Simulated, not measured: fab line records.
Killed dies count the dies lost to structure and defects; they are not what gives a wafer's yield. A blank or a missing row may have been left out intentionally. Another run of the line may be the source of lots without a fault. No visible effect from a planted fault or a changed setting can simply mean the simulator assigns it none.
The tool behind it: which one? + flow sky130 + 15 lots, 45 wafers sampled, at 2 steps of a route of 708

== WHAT THE GAUGES READ, wafer by wafer ==
The record lacks any reading of a measuring or inspecting step that a usual standard deviation could be used to judge.

== EACH LOT AND THE TOOL THAT RAN IT (in order: tool; ch and the chambers of the sampled wafers; start) ==
| lot  | SKY_VIA3_SOFTBAKE_08              | SKY_PAD_OPEN_PROBE_99   |
|------|-----------------------------------|-------------------------|
| L388 | litho-track-03 ch 0, day 39 09:00 | prober-02, day 46 01:26 |
| L389 | litho-track-03 ch 0, day 39 23:00 | prober-01, day 46 13:24 |
| L390 | litho-track-01 ch 0, day 39 23:00 | prober-02, day 46 13:43 |
| L391 | litho-track-02 ch 0, day 40 02:00 | prober-01, day 46 15:35 |
| L392 | litho-track-02 ch 0, day 40 10:00 | prober-02, day 46 22:01 |
| L394 | litho-track-03 ch 0, day 41 06:00 | prober-02, day 47 15:59 |
| L396 | litho-track-02 ch 0, day 41 12:00 | prober-02, day 47 20:52 |
| L397 | litho-track-02 ch 0, day 41 21:00 | prober-01, day 48 03:30 |
| L400 | litho-track-02 ch 0, day 42 21:00 | prober-02, day 48 21:25 |
| L401 | litho-track-02 ch 0, day 43 01:00 | prober-01, day 48 23:56 |
| L402 | litho-track-02 ch 0, day 43 04:00 | prober-02, day 49 03:12 |
| L403 | litho-track-01 ch 0, day 43 11:00 | prober-01, day 49 09:20 |
| L408 | litho-track-01 ch 0, day 44 19:00 | prober-02, day 50 09:04 |
| L410 | litho-track-01 ch 0, day 45 12:00 | prober-02, day 50 22:19 |
| L411 | litho-track-03 ch 0, day 45 14:00 | prober-01, day 50 23:40 |
- SKY_VIA3_SOFTBAKE_08: time 90 s.
- SKY_PAD_OPEN_PROBE_99

== AS READ BY THE TOOLS THEMSELVES (means over the sampled wafers that have a number; for cases with no such wafer, the mark the record gives instead) ==
SKY_VIA3_SOFTBAKE_08. Usual: heater-power-total-W 57.36 W, standard deviation 0.11; run-length-s 119.07 s, standard deviation 0.22.
| lot  | tool           | heater-power-total-W (W) | run-length-s (s) | flag |
|------|----------------|--------------------------|------------------|------|
| L388 | litho-track-03 | 57.40                    | 118.75           |      |
| L389 | litho-track-03 | 57.43                    | 118.75           |      |
| L390 | litho-track-01 | 57.40                    | 118.91           |      |
| L391 | litho-track-02 | 57.38                    | 119.24           |      |
| L392 | litho-track-02 | 57.36                    | 119.29           |      |
| L394 | litho-track-03 | 57.33                    | 118.70           |      |
| L396 | litho-track-02 | 57.33                    | 119.28           |      |
| L397 | litho-track-02 | 57.48                    | 119.29           |      |
| L400 | litho-track-02 | 58.43                    | 114.38           | OFF  |
| L401 | litho-track-02 | 58.31                    | 114.44           | OFF  |
| L402 | litho-track-02 | 58.42                    | 114.40           | OFF  |
| L403 | litho-track-01 | 57.44                    | 118.96           |      |
| L408 | litho-track-01 | 57.31                    | 118.99           |      |
| L410 | litho-track-01 | 57.38                    | 118.90           |      |
| L411 | litho-track-03 | 57.32                    | 118.66           |      |

SKY_PAD_OPEN_PROBE_99. Usual: defect-limited-yield 82.6 %, standard deviation 1.8; killed_at_M0_to_M3 43, standard deviation 6.6; killed_at_M4_up 3.4, standard deviation 1.8; killed-at-contacts 24, standard deviation 4.9; killed-at-front-end 15, standard deviation 4.1; killed-at-other 0.3, standard deviation 0.55; killed-dies 85, standard deviation 8.8; killed-on-rim 17, standard deviation 3.7; killed-open 46, standard deviation 6.1; killed-short 39, standard deviation 5.7; sort_bin_3_pad_short 0.9 %, standard deviation 0.41; sort_bin_5_function 10.1 %, standard deviation 1.5; sort_bin_6_memory 6.4 %, standard deviation 1; sort-n-pass 407, standard deviation 8.8; sort-yield-pct 82.6 %, standard deviation 1.8.
| lot  | tool      | defect-limited-yield (%) | killed_at_M0_to_M3 | killed_at_M4_up | killed-at-contacts | killed-at-front-end | killed-at-other | killed-dies | killed-on-rim | killed-open | killed-short | sort_bin_3_pad_short (%) | sort_bin_5_function (%) | sort_bin_6_memory (%) | sort-n-pass | sort-yield-pct (%) | flag |
|------|-----------|--------------------------|--------------------|-----------------|--------------------|---------------------|-----------------|-------------|---------------|-------------|--------------|--------------------------|-------------------------|-----------------------|-------------|--------------------|------|
| L388 | prober-02 | 80.6                     | 53                 | 2.7             | 21                 | 19                  | 0.7             | 95          | 17            | 57          | 39           | 1.1                      | 11.3                    | 7.0                   | 397         | 80.6               |      |
| L389 | prober-01 | 85.1                     | 32                 | 4.7             | 22                 | 15                  | 0.7             | 73          | 16            | 39          | 34           | 1.1                      | 7.8                     | 6.0                   | 419         | 85.1               |      |
| L390 | prober-02 | 81.3                     | 43                 | 5.0             | 26                 | 17                  | 0.3             | 92          | 20            | 47          | 45           | 1.0                      | 10.6                    | 7.1                   | 400         | 81.3               |      |
| L391 | prober-01 | 84.6                     | 38                 | 3.7             | 22                 | 12                  | 0.3             | 76          | 13            | 40          | 36           | 0.6                      | 9.6                     | 5.2                   | 416         | 84.6               |      |
| L392 | prober-02 | 83.0                     | 38                 | 3.7             | 28                 | 13                  | 0.7             | 83          | 14            | 47          | 37           | 0.7                      | 9.4                     | 6.8                   | 409         | 83.0               |      |
| L394 | prober-02 | 82.9                     | 41                 | 3.0             | 25                 | 15                  | 0.3             | 84          | 18            | 42          | 41           | 0.7                      | 10.9                    | 5.6                   | 408         | 82.9               |      |
| L396 | prober-02 | 83.2                     | 45                 | 3.0             | 23                 | 11                  | 0.3             | 83          | 18            | 45          | 38           | 0.7                      | 10.0                    | 6.0                   | 409         | 83.2               |      |
| L397 | prober-01 | 81.6                     | 43                 | 4.0             | 27                 | 17                  | 0.0             | 90          | 16            | 48          | 43           | 0.7                      | 10.7                    | 7.0                   | 402         | 81.6               |      |
| L400 | prober-02 | 83.1                     | 43                 | 4.3             | 21                 | 15                  | 0.0             | 83          | 15            | 45          | 38           | 0.5                      | 10.0                    | 6.4                   | 409         | 83.1               |      |
| L401 | prober-01 | 82.6                     | 40                 | 2.3             | 24                 | 17                  | 1.3             | 85          | 15            | 45          | 39           | 0.9                      | 9.9                     | 6.5                   | 407         | 82.6               |      |
| L402 | prober-02 | 80.8                     | 47                 | 4.3             | 24                 | 19                  | 0.7             | 95          | 19            | 51          | 43           | 0.5                      | 12.1                    | 6.6                   | 397         | 80.8               |      |
| L403 | prober-01 | 82.7                     | 48                 | 2.7             | 22                 | 12                  | 0.0             | 85          | 14            | 50          | 35           | 0.7                      | 10.2                    | 6.5                   | 407         | 82.7               |      |
| L408 | prober-02 | 84.1                     | 39                 | 1.7             | 22                 | 15                  | 0.3             | 78          | 12            | 47          | 31           | 0.6                      | 9.5                     | 5.8                   | 414         | 84.1               |      |
| L410 | prober-02 | 81.1                     | 48                 | 3.7             | 24                 | 16                  | 0.3             | 93          | 19            | 48          | 44           | 1.1                      | 11.3                    | 6.5                   | 399         | 81.1               |      |
| L411 | prober-01 | 82.8                     | 42                 | 3.0             | 26                 | 13                  | 0.3             | 85          | 19            | 48          | 36           | 1.1                      | 10.3                    | 5.8                   | 407         | 82.8               |      |

== THE ANSWER, worked out from the rows above alone ==
Rule: a lot counts as off when the mean over its wafers that have a number is more than 3 standard deviations away from the usual mean. A lot without any number at a reading at which 4 lots or more have one is off too. All remaining lots with rows at the step are treated as sound. First the gauges in route order, then the tools' own readings, where a lot's mean is used as printed above. At the first step where some lot is off, the reading lying furthest off is the one used; lots without a number count as furthest.
Off, at SKY_VIA3_SOFTBAKE_08 on run-length-s: L400, L401, L402.
If a tool, at that step or one of the process steps before it, ran each lot that is off and ran no sound lot following the first of them, it fits. One fits: litho-track-02 at SKY_VIA3_SOFTBAKE_08. A fault onset in the window from L397 (day 41 21:00, its last sound lot) to L400 (day 42 21:00, its first lot off) fits.
The tool's own readings at SKY_VIA3_SOFTBAKE_08 bear it out: on the lots that are off they differ by more than 5 times the standard deviation of the sound lots' means. heater-power-total-W reads 58.39 W there against 57.38 W on the sound lots; run-length-s reads 114.41 s there against 118.98 s on the sound lots.

== WHAT WAS PUT IN BY THE SIMULATOR ==
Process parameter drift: litho-track-02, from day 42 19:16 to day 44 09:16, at SKY_VIA3_SOFTBAKE_08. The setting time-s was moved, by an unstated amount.
Shown lots that were struck: L400, L401, L402. The rule above found the same.
